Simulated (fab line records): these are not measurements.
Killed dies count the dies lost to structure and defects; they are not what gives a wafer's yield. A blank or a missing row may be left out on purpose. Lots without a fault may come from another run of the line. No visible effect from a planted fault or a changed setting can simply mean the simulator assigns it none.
Which of the tools did it?    flow sky130    13 lots (39 wafers sampled), 1 step of a 708-step route

== WHAT THE GAUGES READ, wafer by wafer ==
SKY_LI_CONTACT_BOW_MEAS_03.
lot   measured      on             LI_CONTACT_BOW (um)
L968  day 27 21:58  film metro-03  51 55 55
L969  day 28 15:07  film metro-02  60 50 42
L970  day 28 17:47  film metro-02  49 62 57
L973  day 30 02:01  film metro-03  56 50 51
L981  day 32 15:11  film metro-01  46 47 58
L984  day 33 14:53  film metro-02  53 53 49
L982  day 33 16:02  film metro-01  58 60 57
L983  day 33 16:22  film metro-03  52 50 46
L985  day 34 23:23  film metro-02  54 49 49
L987  day 35 00:23  film metro-02  48 40 54
L989  day 35 02:22  film metro-02  65 56 58
L988  day 35 04:58  film metro-01  66 59 59
L991  day 36 05:12  film metro-01  63 47 51

== EACH LOT AND THE TOOL THAT RAN IT (in order: tool; ch and the chambers of the sampled wafers; start) ==
The record holds no process step before these readings.

== AS READ BY THE TOOLS THEMSELVES (means over the sampled wafers that have a number; for cases with no such wafer, the mark the record gives instead) ==
The record holds no such reading with a usual standard deviation.

== THE ANSWER, worked out from the rows above alone ==
Rule: the usual values come from the lots themselves. Put in order of their means at a reading, lots are off if they are a third of the lots or fewer, leave a main group of 4 or more, and stand apart from it by a gap of 3 or more times the standard deviation of the main group's means; of several such gaps the widest counts. If all means in a main group match to the digits the tables above print for the reading, that group is not used. A lot without any number at a reading at which 4 lots or more have one is off too. All remaining lots with rows at the step are treated as sound. First the gauges in route order, then the tools' own readings, where a lot's mean is used as printed above. At the first step where some lot is off, the reading lying furthest off is the one used; lots without a number count as furthest.
No lot is off at any reading shown: from this, nothing can be told.

== WHAT THE SIMULATOR HAD PUT IN ==
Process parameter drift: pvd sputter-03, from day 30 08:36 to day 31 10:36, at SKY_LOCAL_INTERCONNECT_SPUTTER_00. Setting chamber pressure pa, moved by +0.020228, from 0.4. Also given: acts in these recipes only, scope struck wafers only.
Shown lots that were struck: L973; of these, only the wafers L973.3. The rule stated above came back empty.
